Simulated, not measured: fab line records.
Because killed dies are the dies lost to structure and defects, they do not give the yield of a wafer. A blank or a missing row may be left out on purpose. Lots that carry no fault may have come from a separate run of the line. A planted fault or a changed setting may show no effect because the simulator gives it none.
Which tool was responsible?	flow gf180mcu	36 wafers from 12 lots sampled at 6 of the route's 602 steps

## WHAT THE GAUGES SHOWED, per wafer
GF_HV_LDD_OVL_MEAS_08. Usual: HV_LDD_OVL gives 0.5 nm (standard deviation 1.5).
lot	measured	on	HV_LDD_OVL (nm)	flag
L452	day 10 02:58	overlay-01	0.9 1.6 1.8	
L453	day 10 07:45	overlay-02	4.6 2.2 1.4	
L455	day 10 23:01	overlay-02	-0.1 1.5 0.3	
L459	day 12 05:45	overlay-02	-0.6 -0.7 -0.6	
L463	day 13 10:24	overlay-01	0.0 0.8 0.4	
L465	day 14 00:34	overlay-02	0.3 -0.8 -1.9	
L466	day 14 08:36	overlay-01	-1.0 -0.4 -1.4	
L469	day 15 05:15	overlay-01	-0.7 -2.1 0.3	
L472	day 16 05:35	overlay-01	3.1 1.3 2.5	
L473	day 16 11:35	overlay-02	2.6 2.1 2.2	
L474	day 16 21:26	overlay-02	3.1 2.4 1.3	
L475	day 17 02:22	overlay-02	4.1 1.0 1.1	

GF_HV_LDD_TW_MEAS_11. Usual: HV_LDD_TW gives 2408 (standard deviation 24).
lot	measured	on	HV_LDD_TW	flag
L452	day 10 03:16	film_metro-02	2445 2439 2436	
L453	day 10 08:02	film_metro-03	2399 2421 2383	
L455	day 10 23:19	film_metro-03	2414 2401 2393	
L459	day 12 06:02	film_metro-04	2378 2387 2393	
L463	day 13 11:05	film_metro-02	2424 2432 2426	
L465	day 14 00:50	film_metro-03	2533 2534 2539	OFF
L466	day 14 08:53	film_metro-04	2543 2540 2549	OFF
L469	day 15 05:32	film_metro-04	2579 2562 2568	OFF
L472	day 16 05:52	film_metro-04	2387 2383 2400	
L473	day 16 11:52	film_metro-02	2450 2441 2441	
L474	day 16 21:44	film_metro-02	2430 2437 2443	
L475	day 17 02:40	film_metro-02	2434 2431 2429	

GF_HV_LDD_RS_MEAS_53: the measuring method here is four-point-probe. Usual: HV_LDD_RS gives 418.8 ohm/sq (standard deviation 0.87).
lot	measured	on	HV_LDD_RS (ohm/sq)	flag
L452	day 12 12:09	film_metro-02	417.7 419.0 418.1	
L453	day 12 17:20	film_metro-03	417.7 417.3 417.0	
L455	day 13 11:08	film_metro-04	418.0 418.3 418.3	
L459	day 14 20:29	film_metro-04	419.1 419.0 417.5	
L463	day 16 04:11	film_metro-04	419.1 418.3 417.7	
L465	day 16 19:45	film_metro-04	414.7 414.5 414.7	OFF
L466	day 17 03:40	film_metro-02	413.6 413.7 413.7	OFF
L469	day 18 01:52	film_metro-03	413.2 413.0 413.7	OFF
L472	day 19 04:01	film_metro-04	419.4 418.7 418.5	
L473	day 19 11:27	film_metro-02	416.4 417.3 417.3	
L474	day 19 22:15	film_metro-04	418.5 419.6 418.0	
L475	day 20 03:42	film_metro-03	418.7 419.1 418.4	

## WHICH TOOL RAN EACH LOT (tool, then ch and the chambers of the sampled wafers, then the start)
lot	GF_VT_IMPLANT_RTA_45	GF_POLY_GATE_ETCH_12	GF_HV_LDD_IMPLANT_09
L452	rtp_anneal-01 ch 0, day 7 14:55	rie_diel-01 ch 1,2, day 9 06:17	implanter-02 ch 0, day 10 03:03
L453	rtp_anneal-02 ch 0, day 7 21:14	rie_diel-01 ch 0,1,2, day 9 12:26	implanter-04 ch 0, day 10 07:48
L455	rtp_anneal-02 ch 0, day 8 10:37	rie_diel-01 ch 0,1,3, day 10 02:42	implanter-04 ch 0, day 10 23:05
L459	rtp_anneal-02 ch 0, day 9 13:43	rie_diel-01 ch 0,2, day 11 07:52	implanter-02 ch 0, day 12 05:48
L463	rtp_anneal-02 ch 0, day 10 17:54	rie_diel-02 ch 2,3, day 12 12:43	implanter-04 ch 0, day 13 10:51
L465	rtp_anneal-02 ch 0, day 11 04:51	rie_diel-02 ch 0,1,2, day 13 02:38	implanter-02 ch 0, day 14 00:35
L466	rtp_anneal-01 ch 0, day 11 13:13	rie_diel-01 ch 2,3, day 13 10:47	implanter-02 ch 0, day 14 08:39
L469	rtp_anneal-02 ch 0, day 12 08:37	rie_diel-02 ch 0,1,3, day 14 06:23	implanter-02 ch 0, day 15 05:18
L472	rtp_anneal-02 ch 0, day 13 06:02	rie_diel-04 ch 1,2,3, day 15 05:38	implanter-01 ch 0, day 16 05:37
L473	rtp_anneal-02 ch 0, day 13 12:54	rie_diel-02 ch 1,3, day 15 11:56	implanter-04 ch 0, day 16 11:37
L474	rtp_anneal-02 ch 0, day 13 20:00	rie_diel-02 ch 1,3, day 15 20:49	implanter-04 ch 0, day 16 21:29
L475	rtp_anneal-01 ch 0, day 14 00:18	rie_diel-02 ch 0,1,2, day 16 01:16	implanter-04 ch 0, day 17 02:26
- GF_VT_IMPLANT_RTA_45: time 32.45 s.
- GF_POLY_GATE_ETCH_12: etches BARC in N2/H2.
- GF_HV_LDD_IMPLANT_09

## WHAT THE TOOLS THEMSELVES READ (means of the sampled wafers that have a number; where no wafer has one, the mark that the record gives instead)
GF_VT_IMPLANT_RTA_45. Usual: lamp_power_pct 33.3 %, standard deviation 0.75; wafer_temp_C_max 1053.5, standard deviation 0.77.
lot	tool	lamp_power_pct (%)	wafer_temp_C_max	flag
L452	rtp_anneal-01	34.4	1052.7	
L453	rtp_anneal-02	32.8	1053.4	
L455	rtp_anneal-02	32.8	1053.8	
L459	rtp_anneal-02	32.8	1052.9	
L463	rtp_anneal-02	32.8	1053.0	
L465	rtp_anneal-02	32.7	1053.1	
L466	rtp_anneal-01	34.4	1054.3	
L469	rtp_anneal-02	32.8	1054.3	
L472	rtp_anneal-02	32.8	1053.0	
L473	rtp_anneal-02	32.8	1053.1	
L474	rtp_anneal-02	32.8	1053.5	
L475	rtp_anneal-01	34.4	1054.8	

GF_POLY_GATE_ETCH_12. Usual: drypump_motor_current_A 5.7 A, standard deviation 0.37; oes_product_au 0.735 a.u., standard deviation 0.0051; throttle_valve_pct 13.215 %, standard deviation 0.0097.
lot	tool	drypump_motor_current_A (A)	oes_product_au (a.u.)	throttle_valve_pct (%)	flag
L452	rie_diel-01	5.4	0.730	13.207	
L453	rie_diel-01	5.6	0.740	13.213	
L455	rie_diel-01	5.8	0.732	13.210	
L459	rie_diel-01	5.6	0.744	13.211	
L463	rie_diel-02	5.4	0.737	13.219	
L465	rie_diel-02	6.0	0.734	13.213	
L466	rie_diel-01	5.3	0.732	13.218	
L469	rie_diel-02	5.8	0.733	13.220	
L472	rie_diel-04	5.8	0.736	13.215	
L473	rie_diel-02	5.6	0.736	13.205	
L474	rie_diel-02	5.9	0.733	13.214	
L475	rie_diel-02	6.0	0.730	13.214	

GF_HV_LDD_IMPLANT_09. Usual: beam_energy_keV reads 39.998 (standard deviation 0.013).
lot	tool	beam_energy_keV	flag
L452	implanter-02	40.012	
L453	implanter-04	40.016	
L455	implanter-04	39.994	
L459	implanter-02	39.993	
L463	implanter-04	40.007	
L465	implanter-02	50.350	OFF
L466	implanter-02	50.339	OFF
L469	implanter-02	50.341	OFF
L472	implanter-01	40.006	
L473	implanter-04	39.995	
L474	implanter-04	39.997	
L475	implanter-04	40.004	

## THE ANSWER, worked out from the rows above alone
Rule: a lot counts as off when the mean over its wafers that have a number is more than 3 standard deviations away from the usual mean. A lot without any number at a reading at which 4 lots or more have one is off too. The other lots that the step has rows for count as sound. Order of review: gauges by route order, followed by the tools' own readings, for which a lot's mean as printed above is used. The first step at which some lot is off is used, and at that step the reading that is off furthest; a lot without a number counts as furthest.
Off: L465, L466, L469, seen at GF_HV_LDD_TW_MEAS_11 (HV_LDD_TW).
If a tool, at a process step before that reading, ran all the lots that are off and no sound lot after the first of them, it fits. The gauges at GF_HV_LDD_TW_MEAS_11 aren't tried: what is off there is off at GF_HV_LDD_IMPLANT_09 too, on other tools, and a gauge's error can't cause that. One fits: implanter-02 at GF_HV_LDD_IMPLANT_09. Its last sound lot is L459 (day 12 05:48), its first lot that is off L465 (day 14 00:35): a fault that began between those two fits.
On the lots that are off, the tool's own readings at GF_HV_LDD_IMPLANT_09 differ by more than 5 times the standard deviation of the sound lots' means, which bears it out; beam_energy_keV reads 50.343 there versus 40.003 on the sound lots.

## WHAT THE SIMULATOR HAD PUT IN
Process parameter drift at GF_HV_LDD_IMPLANT_09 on implanter-02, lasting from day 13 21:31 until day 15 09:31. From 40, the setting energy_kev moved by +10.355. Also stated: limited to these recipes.
Shown lots that were struck: L465, L466, L469. The same result came from the rule above.
